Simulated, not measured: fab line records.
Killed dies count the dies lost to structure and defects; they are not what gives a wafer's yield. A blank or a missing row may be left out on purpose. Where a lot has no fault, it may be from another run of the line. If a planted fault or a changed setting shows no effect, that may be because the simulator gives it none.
What tool caused it? + flow sky130 + 14 lots with 42 wafers sampled at 3 steps, on a route of 708 steps

== WHAT THE GAUGES SHOWED, per wafer ==
SKY_VIA3_RS_MEAS_22: measures by four-point-probe.
| lot  | measured     | on            | VIA3_W_RS (ohm/sq)   |
|------|--------------|---------------|----------------------|
| L904 | day 40 06:32 | film metro-01 | 0.288 0.290 0.291    |
| L905 | day 40 17:07 | film metro-01 | 0.289 0.289 0.300    |
| L906 | day 40 21:55 | film metro-01 | 0.295 0.290 0.292    |
| L907 | day 41 03:47 | film metro-02 | 0.293 0.289 0.301    |
| L908 | day 41 13:26 | film metro-01 | 56.659 57.163 57.099 |
| L909 | day 42 05:12 | film metro-02 | 56.771 56.798 56.714 |
| L917 | day 44 06:58 | film metro-01 | 0.292 0.296 0.295    |
| L918 | day 44 12:25 | film metro-01 | 0.298 0.293 0.292    |
| L919 | day 44 18:06 | film metro-03 | 0.288 0.288 0.289    |
| L920 | day 45 06:14 | film metro-02 | 0.295 0.296 0.290    |
| L921 | day 45 09:31 | film metro-03 | 0.300 0.290 0.297    |
| L922 | day 45 10:49 | film metro-01 | 0.292 0.293 0.295    |
| L923 | day 45 15:14 | film metro-03 | 0.293 0.291 0.292    |
| L925 | day 46 09:19 | film metro-02 | 0.291 0.296 0.293    |

SKY_VIA3_THK_MEAS_23: measures by xrf.
| lot  | measured     | on            | VIA3_W_THK (nm) |
|------|--------------|---------------|-----------------|
| L904 | day 40 06:38 | film metro-01 | 404 405 402     |
| L905 | day 40 17:13 | film metro-01 | 406 405 388     |
| L906 | day 40 22:01 | film metro-01 | 400 406 399     |
| L907 | day 41 03:53 | film metro-02 | 405 412 396     |
| L908 | day 41 13:33 | film metro-01 | - <0 <0         |
| L909 | day 42 05:18 | film metro-02 | <0 - <0         |
| L917 | day 44 07:05 | film metro-01 | 403 398 399     |
| L918 | day 44 12:32 | film metro-01 | 399 403 405     |
| L919 | day 44 18:13 | film metro-03 | 402 399 400     |
| L920 | day 45 06:20 | film metro-02 | 402 401 411     |
| L921 | day 45 09:38 | film metro-03 | 387 397 391     |
| L922 | day 45 10:55 | film metro-01 | 401 399 394     |
| L923 | day 45 15:21 | film metro-03 | 393 397 396     |
| L925 | day 46 09:26 | film metro-02 | 406 398 399     |

== WHICH TOOL RAN EACH LOT (tool, then ch and the chambers of the sampled wafers, then the start) ==
| lot  | SKY_VIA3_CVD_21               |
|------|-------------------------------|
| L904 | cvd w-01 ch 1, day 40 06:19   |
| L905 | cvd w-02 ch 0,1, day 40 16:58 |
| L906 | cvd w-01 ch 0,1, day 40 21:47 |
| L907 | cvd w-02 ch 0,1, day 41 03:38 |
| L908 | cvd w-02 ch 0,1, day 41 13:18 |
| L909 | cvd w-02 ch 0,1, day 42 05:05 |
| L917 | cvd w-02 ch 0,1, day 44 06:50 |
| L918 | cvd w-02 ch 0,1, day 44 12:17 |
| L919 | cvd w-01 ch 1, day 44 17:59   |
| L920 | cvd w-02 ch 0,1, day 45 06:05 |
| L921 | cvd w-02 ch 0,1, day 45 09:23 |
| L922 | cvd w-01 ch 0,1, day 45 10:41 |
| L923 | cvd w-01 ch 0,1, day 45 15:07 |
| L925 | cvd w-01 ch 0, day 46 09:04   |
- SKY_VIA3_CVD_21: deposits W, target thk 390 nm, time 117.31 s.

== WHAT THE TOOLS THEMSELVES READ (means of the sampled wafers that have a number; where no wafer has one, the mark that the record gives instead) ==
SKY_VIA3_CVD_21.
| lot  | tool     | chamber pressure Torr (Torr) | heater power outer w (W) | heater power w (W) |
|------|----------|------------------------------|--------------------------|--------------------|
| L904 | cvd w-01 | 40.03                        | 550                      | 940                |
| L905 | cvd w-02 | 40.05                        | 484                      | 803                |
| L906 | cvd w-01 | 40.06                        | 532                      | 880                |
| L907 | cvd w-02 | 40.10                        | 487                      | 814                |
| L908 | cvd w-02 | -                            | -                        | -                  |
| L909 | cvd w-02 | -                            | -                        | -                  |
| L917 | cvd w-02 | 40.00                        | 470                      | 794                |
| L918 | cvd w-02 | 39.98                        | 473                      | 779                |
| L919 | cvd w-01 | 39.98                        | 564                      | 925                |
| L920 | cvd w-02 | 40.02                        | 474                      | 781                |
| L921 | cvd w-02 | 40.02                        | 466                      | 795                |
| L922 | cvd w-01 | 39.89                        | 542                      | 897                |
| L923 | cvd w-01 | 40.02                        | 549                      | 922                |
| L925 | cvd w-01 | 39.96                        | 523                      | 856                |

== THE ANSWER, worked out from the rows above alone ==
Rule: the lots themselves supply what counts as usual. Put in order of their means at a reading, lots are off if they are a third of the lots or fewer, leave a main group of 4 or more, and stand apart from it by a gap of 3 or more times the standard deviation of the main group's means; of several such gaps the widest counts. A main group is skipped when, at the precision printed for the reading in the tables above, its means are all equal. A lot without any number at a reading at which 4 lots or more have one is off too. The other lots that the step has rows for count as sound. The gauges are gone through in route order, then the tools' own readings, and for those a lot's mean is taken as printed above. The first step at which some lot is off is used, and at that step the reading that is off furthest; a lot without a number counts as furthest.
Off: L908, L909, seen at SKY_VIA3_RS_MEAS_22 (VIA3_W_RS). The main group: mean 0.293 ohm/sq, standard deviation 0.002.
A tool fits if, at a process step before that reading, it ran every lot that is off, and no sound lot after the first of them. The gauges at SKY_VIA3_RS_MEAS_22 aren't tried: what is off there is off at SKY_VIA3_CVD_21 too, on other tools, and a gauge's error can't cause that. Not one of the candidates tried fits.

== WHAT THE SIMULATOR HAD PUT IN ==
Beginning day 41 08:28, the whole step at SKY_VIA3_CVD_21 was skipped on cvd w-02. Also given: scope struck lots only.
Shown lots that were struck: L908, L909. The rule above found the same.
